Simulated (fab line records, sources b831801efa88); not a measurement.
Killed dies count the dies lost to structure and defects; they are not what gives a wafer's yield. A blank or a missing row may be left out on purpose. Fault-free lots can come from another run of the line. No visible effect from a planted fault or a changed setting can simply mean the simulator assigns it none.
Chamber matching | flow gf180mcu | cmp-01 running GF_V3_CMP_04: 4 sister chambers
The step polishes SiO2. 8 wafers are shown with their chamber, then 7 later ones without.

## EACH WAFER AND ITS CHAMBER
wafer  | chamber | motor_current_A (A) | retaining_ring_pressure_frac
L244.3 | 0       | 11.9                | 1.002
L249.4 | 2       | 12.9                | 0.999
L249.5 | 1       | 10.1                | 0.998
L252.2 | 2       | 12.0                | 0.999
L252.4 | 0       | 12.1                | 0.991
L252.5 | 3       | 11.4                | 1.002
L255.1 | 3       | 11.0                | 1.002
L255.4 | 1       | 10.0                | 0.993

## WAFERS WITH NO CHAMBER GIVEN
wafer  | motor_current_A (A) | retaining_ring_pressure_frac
L255.6 | 11.9                | 1.004
L262.1 | 11.3                | 0.992
L262.3 | 12.0                | 1.000
L262.5 | 11.5                | 0.994
L265.1 | 11.3                | 0.996
L265.3 | 12.8                | 1.012
L265.6 | 11.6                | 0.993

## CHAMBER TAKEN BY EACH
wafer  | from the rows above               | in truth
L255.6 | can't be placed: 0 or 2 or 3      | 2
L262.1 | can't be placed: 0 or 3 or 1 or 2 | 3
L262.3 | can't be placed: 0 or 2 or 3      | 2
L262.5 | can't be placed: 0 or 3 or 2      | 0
L265.1 | can't be placed: 3 or 0 or 2      | 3
L265.3 | can't be placed: 2 or 0 or 3      | 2
L265.6 | can't be placed: 0 or 3 or 2      | 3
Placed correctly: 0 of 7. From these rows, 7 cannot be placed; in 7 the true chamber is one of the candidates. Number placed wrongly: 0.
How it was worked out, from the rows above alone: a wafer's distance from a chamber is the root of the sum, over the readings, of the square of ((its reading less the chamber's mean) divided by the reading's scatter). If the next closest chamber is less than 2 further off than the closest, the wafer can't be placed; otherwise it belongs to the closest. Each chamber's mean is taken over the wafers shown for it. The scatter: the root of (the sum of the squares of (reading less its chamber's mean) over the shown wafers, divided by (wafers less chambers)).
